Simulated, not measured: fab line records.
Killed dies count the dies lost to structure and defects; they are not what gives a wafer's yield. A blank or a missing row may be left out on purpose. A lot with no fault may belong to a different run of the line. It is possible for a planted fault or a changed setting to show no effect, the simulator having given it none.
fab line records ; flow gf180mcu
[record] lots = 15; wafers = 45; last_day = 34
route steps=602 shown STI@25 VT_IMPLANT@108 DUAL_GATE@151 POLY_GATE@169
lots that met no fault: taken from a fault-free run of the same line
start_h: start of the lot's first displayed wafer, in hours after the record's first day ; wait_h: hours from the lot's prior step to this one ; " identical to the entry in the row above ; L1.1+2: a single row standing in for several wafers ; - value missing, or start not given ; * or withheld: withheld ; < > ~ a bound
route shown NAME@n: NAME is a module with steps in the file, n the number in the route of the first one ; usual: average and standard deviation across the fault-free wafers ; same: alike in all rows ; chamber/n: place in a boat ; sites: readings site by site ; _std_site: the values' standard deviation ; _edge_site: outer sites' mean less inner sites' ; radius_mm: for every site, how far away it sits from the centre of the wafer ; mask NAME#n: copy n ; behind: the most recent tool/chamber to have shaped the wafer ; hold: what put the lot on hold/how long, in hours/how the hold closed ; device: the transistor (n, p or np) that didn't switch ; end of line: the same wafers' tests at the end of the route ; a step given without rows: its recipe and nothing more ; killed: at the first sort, the dies lost to defects and structure; wafer yield is something else ; map: a wafer's dies, x killed, . not, _ none there
set.NAME: the setting as run; set.NAME@STEP: as run at that earlier step ; model.NAME: the simulator's own value behind a step, which no gauge read
the route's steps for a sample of lots (tables are steps, rows are wafers)
services: when a tool's chamber went out of use (start_h, in hours from the record's first day, below 0 if earlier), for how many hours, and the reason
[[steps]]
[step GF_STI_THK_MEAS_24]
[recipe] reads = SiO2_of_STI_CVD_23
[usual] STI_CVD_23_THK = 646/5.4
lot.wafer;tool;chamber;start_h;wait_h;STI_CVD_23_THK[nm]
L891.4;film_metro-01;-;31.94;0.0;643
L891.5;film_metro-01;-;31.94;0.0;645
L891.6;film_metro-01;-;31.94;0.0;643
L892.1;film_metro-03;-;37.78;0.0;641
L892.2;film_metro-03;-;37.78;0.0;643
L892.6;film_metro-03;-;37.78;0.0;635
L894.1;film_metro-01;-;47.43;0.0;655
L894.5;film_metro-01;-;47.43;0.0;641
L894.6;film_metro-01;-;47.43;0.0;643
L895.2;film_metro-01;-;52.19;0.0;653
L895.3;film_metro-01;-;52.19;0.0;648
L895.5;film_metro-01;-;52.19;0.0;652
L896.3;film_metro-03;-;58.41;0.1;647
L896.4;film_metro-03;-;58.41;0.1;654
L896.6;film_metro-03;-;58.41;0.1;650
L897.1;film_metro-02;-;63.57;0.0;644
L897.4;film_metro-02;-;63.57;0.0;642
L897.6;film_metro-02;-;63.57;0.0;637
L898.2;film_metro-01;-;68.66;0.0;650
L898.3;film_metro-01;-;68.66;0.0;635
L898.5;film_metro-01;-;68.66;0.0;648
L899.3;film_metro-02;-;73.35;0.1;644
L899.5;film_metro-02;-;73.35;0.1;649
L899.6;film_metro-02;-;73.35;0.1;651
L905.1;film_metro-03;-;106.03;0.0;648
L905.2;film_metro-03;-;106.03;0.0;643
L905.5;film_metro-03;-;106.03;0.0;643
L906.1;film_metro-03;-;110.38;0.0;645
L906.2;film_metro-03;-;110.38;0.0;648
L906.3;film_metro-03;-;110.38;0.0;639
L907.2;film_metro-02;-;115.15;0.0;646
L907.3;film_metro-02;-;115.15;0.0;653
L907.6;film_metro-02;-;115.15;0.0;646
L908.1;film_metro-03;-;120.69;0.0;642
L908.2;film_metro-03;-;120.69;0.0;648
L908.5;film_metro-03;-;120.69;0.0;641
L911.1;film_metro-01;-;135.94;0.0;644
L911.3;film_metro-01;-;135.94;0.0;643
L911.4;film_metro-01;-;135.94;0.0;640
L912.3;film_metro-02;-;140.88;0.1;636
L912.4;film_metro-02;-;140.88;0.1;642
L912.6;film_metro-02;-;140.88;0.1;633
L913.4;film_metro-02;-;147.33;0.0;652
L913.5;film_metro-02;-;147.33;0.0;657
L913.6;film_metro-02;-;147.33;0.0;654
[step GF_VT_IMPLANT_OVL_MEAS_18]
[usual] VT_IMPLANT_01_OVL = -0.1/1.3
lot.wafer;tool;chamber;start_h;wait_h;VT_IMPLANT_01_OVL[nm]
L891.4;overlay-01;-;130.39;0.1;0.8
L891.5;overlay-01;-;130.39;0.1;-0.7
L891.6;overlay-01;-;130.39;0.1;-1.0
L892.1;overlay-01;-;135.94;0.1;-3.2
L892.2;overlay-01;-;135.94;0.1;-1.2
L892.6;overlay-01;-;135.94;0.1;-2.7
L894.1;overlay-02;-;148.64;0.1;0.2
L894.5;overlay-02;-;148.64;0.1;1.7
L894.6;overlay-02;-;148.64;0.1;1.7
L895.2;overlay-01;-;154.69;0.1;0.8
L895.3;overlay-01;-;154.69;0.1;0.4
L895.5;overlay-01;-;154.69;0.1;-0.5
L896.3;overlay-01;-;163.57;0.1;1.0
L896.4;overlay-01;-;163.57;0.1;1.9
L896.6;overlay-01;-;163.57;0.1;0.9
L897.1;overlay-01;-;168.39;0.1;0.3
L897.4;overlay-01;-;168.39;0.1;0.2
L897.6;overlay-01;-;168.39;0.1;1.3
L898.2;overlay-02;-;177.74;0.1;-3.2
L898.3;overlay-02;-;177.74;0.1;-0.8
L898.5;overlay-02;-;177.74;0.1;-2.5
L899.3;overlay-02;-;182.05;0.1;1.2
L899.5;overlay-02;-;182.05;0.1;-0.5
L899.6;overlay-02;-;182.05;0.1;-0.4
L905.1;overlay-02;-;220.71;0.1;1.6
L905.2;overlay-02;-;220.71;0.1;1.2
L905.5;overlay-02;-;220.71;0.1;1.7
L906.1;overlay-01;-;226.72;0.1;0.4
L906.2;overlay-01;-;226.72;0.1;-0.5
L906.3;overlay-01;-;226.72;0.1;0.4
L907.2;overlay-01;-;231.54;0.1;0.5
L907.3;overlay-01;-;231.54;0.1;0.7
L907.6;overlay-01;-;231.54;0.1;0.3
L908.1;overlay-01;-;240.34;0.1;-0.6
L908.2;overlay-01;-;240.34;0.1;0.1
L908.5;overlay-01;-;240.34;0.1;-1.2
L911.1;overlay-02;-;259.72;0.1;2.2
L911.3;overlay-02;-;259.72;0.1;1.4
L911.4;overlay-02;-;259.72;0.1;0.8
L912.3;overlay-01;-;263.65;0.1;-3.2
L912.4;overlay-01;-;263.65;0.1;-2.0
L912.6;overlay-01;-;263.65;0.1;-1.3
L913.4;overlay-01;-;272.14;0.1;3.2
L913.5;overlay-01;-;272.14;0.1;1.4
L913.6;overlay-01;-;272.14;0.1;1.2
[step GF_DUAL_GATE_DEVELOP_10]
[recipe] develop_time_s = 60; dev_temp_c = 23
[usual] chill_plate_temp_C = 23.03/0.11; develop_time_s = 60/0
lot.wafer;tool;chamber;start_h;wait_h;chill_plate_temp_C;develop_time_s
L891.4;litho_track-01;0;179.57;0.1;23.01;60
L891.5;litho_track-01;0;179.57;0.1;23.20;60
L891.6;litho_track-01;0;179.57;0.1;23.05;60
L892.1;litho_track-01;0;187.74;0.1;22.87;60
L892.2;litho_track-01;0;187.74;0.1;22.97;60
L892.6;litho_track-01;0;187.74;0.1;22.99;60
L895.2;litho_track-01;0;206.27;0.1;23.02;60
L895.3;litho_track-01;0;206.27;0.1;22.93;60
L895.5;litho_track-01;0;206.27;0.1;23.12;60
L894.1;litho_track-02;0;206.54;0.1;23.07;60
L894.5;litho_track-02;0;206.54;0.1;23.22;60
L894.6;litho_track-02;0;206.54;0.1;23.06;60
L896.3;litho_track-02;0;216.09;0.1;23.16;60
L896.4;litho_track-02;0;216.09;0.1;23.11;60
L896.6;litho_track-02;0;216.09;0.1;23.28;60
L897.1;litho_track-03;0;223.52;0.1;22.94;60
L897.4;litho_track-03;0;223.52;0.1;22.98;60
L897.6;litho_track-03;0;223.52;0.1;22.98;60
L898.2;litho_track-02;0;231.71;0.1;23.03;60
L898.3;litho_track-02;0;231.71;0.1;22.96;60
L898.5;litho_track-02;0;231.71;0.1;22.98;60
L899.3;litho_track-02;0;237.04;0.1;23.16;60
L899.5;litho_track-02;0;237.04;0.1;23.08;60
L899.6;litho_track-02;0;237.04;0.1;23.29;60
L905.1;litho_track-03;-;279.07;0.1;-;-
L905.2;litho_track-03;-;279.07;0.1;-;-
L905.5;litho_track-03;-;279.07;0.1;-;-
L906.1;litho_track-02;-;287.19;0.1;-;-
L906.2;litho_track-02;-;287.19;0.1;-;-
L906.3;litho_track-02;-;287.19;0.1;-;-
L907.2;litho_track-01;-;290.52;0.1;-;-
L907.3;litho_track-01;-;290.52;0.1;-;-
L907.6;litho_track-01;-;290.52;0.1;-;-
L908.1;litho_track-03;0;300.87;0.1;22.81;60
L908.2;litho_track-03;0;300.87;0.1;22.97;60
L908.5;litho_track-03;0;300.87;0.1;22.85;60
L911.1;litho_track-03;0;322.07;0.1;23.19;60
L911.3;litho_track-03;0;322.07;0.1;23.03;60
L911.4;litho_track-03;0;322.07;0.1;23.16;60
L912.3;litho_track-03;0;326.22;0.1;23.06;60
L912.4;litho_track-03;0;326.22;0.1;22.97;60
L912.6;litho_track-03;0;326.22;0.1;22.91;60
L913.4;litho_track-01;0;334.97;0.1;23.00;60
L913.5;litho_track-01;0;334.97;0.1;22.92;60
L913.6;litho_track-01;0;334.97;0.1;23.09;60
[step GF_POLY_GATE_ETCH_12]
[recipe] chemistry = N2/H2; target_depth_a = withheld; overetch_a = withheld; time_s = withheld; target = BARC; ion_energy_ev = 200; source_w = 500; bias_w = 100; pressure_mtorr = 30; n2_flow_sccm = 100; h2_flow_sccm = 200
[usual] drypump_motor_current_A = 6.0/0.44; n2_flow_sccm = 100.0/0.3; oes_product_au = 0.735/0.0044; throttle_valve_pct = 13.215/0.0084
lot.wafer;tool;chamber;start_h;wait_h;drypump_motor_current_A;n2_flow_sccm;oes_product_au;throttle_valve_pct
L891.4;rie_diel-01;1;200.85;0.0;6.2;100.0;0.731;13.208
L891.5;rie_diel-01;0;200.85;0.0;5.4;99.6;0.741;13.214
L891.6;rie_diel-01;3;200.85;0.0;6.4;100.3;0.730;13.226
L892.1;rie_diel-01;3;210.29;0.0;6.4;100.0;0.733;13.226
L892.2;rie_diel-01;2;210.29;0.0;6.8;99.5;0.730;13.213
L892.6;rie_diel-01;1;210.29;0.0;6.2;99.7;0.736;13.219
L894.1;rie_diel-02;1;227.72;0.0;5.9;100.3;0.730;13.228
L894.5;rie_diel-02;1;227.72;0.0;5.9;100.1;0.739;13.224
L894.6;rie_diel-02;2;227.72;0.0;6.1;100.3;0.729;13.201
L895.2;rie_diel-03;2;228.07;0.0;5.4;100.2;0.736;13.220
L895.3;rie_diel-03;1;228.07;0.0;6.6;100.2;0.736;13.234
L895.5;rie_diel-03;0;228.07;0.0;6.1;100.3;0.736;13.213
L896.3;rie_diel-01;2;237.57;0.0;6.8;100.2;0.737;13.187
L896.4;rie_diel-01;3;237.57;0.0;6.4;99.9;0.735;13.209
L896.6;rie_diel-01;3;237.57;0.0;6.4;100.2;0.734;13.224
L897.1;rie_diel-01;1;245.99;0.0;6.2;99.9;0.731;13.218
L897.4;rie_diel-01;2;245.99;0.0;6.8;100.3;0.734;13.213
L897.6;rie_diel-01;2;245.99;0.0;6.8;100.0;0.738;13.219
L898.2;rie_diel-03;3;253.30;0.0;5.3;100.3;0.744;13.208
L898.3;rie_diel-03;1;253.30;0.0;6.6;100.1;0.734;13.215
L898.5;rie_diel-03;1;253.30;0.0;6.6;100.0;0.735;13.212
L899.3;rie_diel-02;0;258.82;0.0;5.7;100.3;0.731;13.219
L899.5;rie_diel-02;1;258.82;0.0;5.9;100.0;0.735;13.208
L899.6;rie_diel-02;2;258.82;0.0;6.1;100.0;0.739;13.220
L908.1;rie_diel-02;1;325.39;0.0;5.9;99.4;0.739;13.211
L908.2;rie_diel-02;3;325.39;0.0;5.7;99.7;0.738;13.208
L908.5;rie_diel-02;3;325.39;0.0;5.7;99.4;0.738;13.208
L911.1;rie_diel-02;0;346.94;0.0;5.7;99.6;0.740;13.206
L911.3;rie_diel-02;1;346.94;0.0;5.9;100.1;0.739;13.214
L911.4;rie_diel-02;2;346.94;0.0;6.2;100.2;0.729;13.225
L912.3;rie_diel-03;2;352.16;0.0;5.5;99.9;0.737;13.209
L912.4;rie_diel-03;3;352.16;0.0;5.3;100.3;0.738;13.214
L912.6;rie_diel-03;2;352.16;0.0;5.5;100.0;0.731;13.204
L913.4;rie_diel-02;0;360.39;0.0;5.7;99.7;0.733;13.229
L913.5;rie_diel-02;1;360.39;0.0;5.9;100.5;0.731;13.204
L913.6;rie_diel-02;3;360.39;0.0;5.7;100.1;0.746;13.215
[[services]]
tool;chamber;start_h;hours;kind
rie_diel-03;0;156.92;9.0;repair
rie_diel-01;1;186.62;8.1;repair
rie_diel-01;-;212.40;0.4;repair
rie_diel-01;-;212.60;0.2;repair
rie_diel-02;0;217.62;17.2;repair
rie_diel-01;-;229.10;2.8;pm
rie_diel-01;1;266.97;4.1;repair
rie_diel-03;0;267.23;22.3;repair
rie_diel-03;2;275.19;2.1;repair
rie_diel-03;3;275.31;3.3;repair
rie_diel-01;3;302.62;7.6;repair
rie_diel-02;1;306.11;-;clean
rie_diel-02;1;306.11;13.8;scheduled_down
rie_diel-02;1;306.11;13.8;vent_cycle
rie_diel-02;2;347.47;9.3;repair
rie_diel-02;2;356.75;-;clean
rie_diel-02;2;356.75;20.1;scheduled_down
rie_diel-02;2;356.75;20.1;vent_cycle
[[key]]
[first_sign] step = GF_DUAL_GATE_DEVELOP_10; reading = tool_record; direction = missing
effect none on later readings
met_at GF_DUAL_GATE_DEVELOP_10
struck_lots L905,L906,L907
later_rows_left_out L905.1,L905.2,L905.5,L906.1,L906.2,L906.3,L907.2,L907.3,L907.6
sort_left_out L905.1,L905.2,L905.5,L906.1,L906.2,L906.3,L907.2,L907.3,L907.6
tester_left_out L905,L906,L907
not_acting_at GF_STI_THK_MEAS_24,GF_VT_IMPLANT_OVL_MEAS_18,GF_POLY_GATE_ETCH_12
onset_between 237.04 279.07
[fault] kind = skipped_step_whole; tool = litho_track-01,litho_track-02,litho_track-03; chamber = -; onset_h = 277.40; steps = GF_DUAL_GATE_DEVELOP_10; scope = struck_lots_only
// tester_left_out: of these lots the tester's yield and bins aren't shown, on N5 and GAA mostly nor the transistor test; their killed dies are dies lost to structure and defects alone, not to doping, threshold or leakage, so they don't give the yield
// sort_left_out: the simulated sort isn't trusted on such a fault, so these wafers' sort isn't shown, and their yield isn't known
// later_rows_left_out: the simulator's readings of these wafers behind a module that went badly wrong aren't trusted and aren't shown, but for the sort
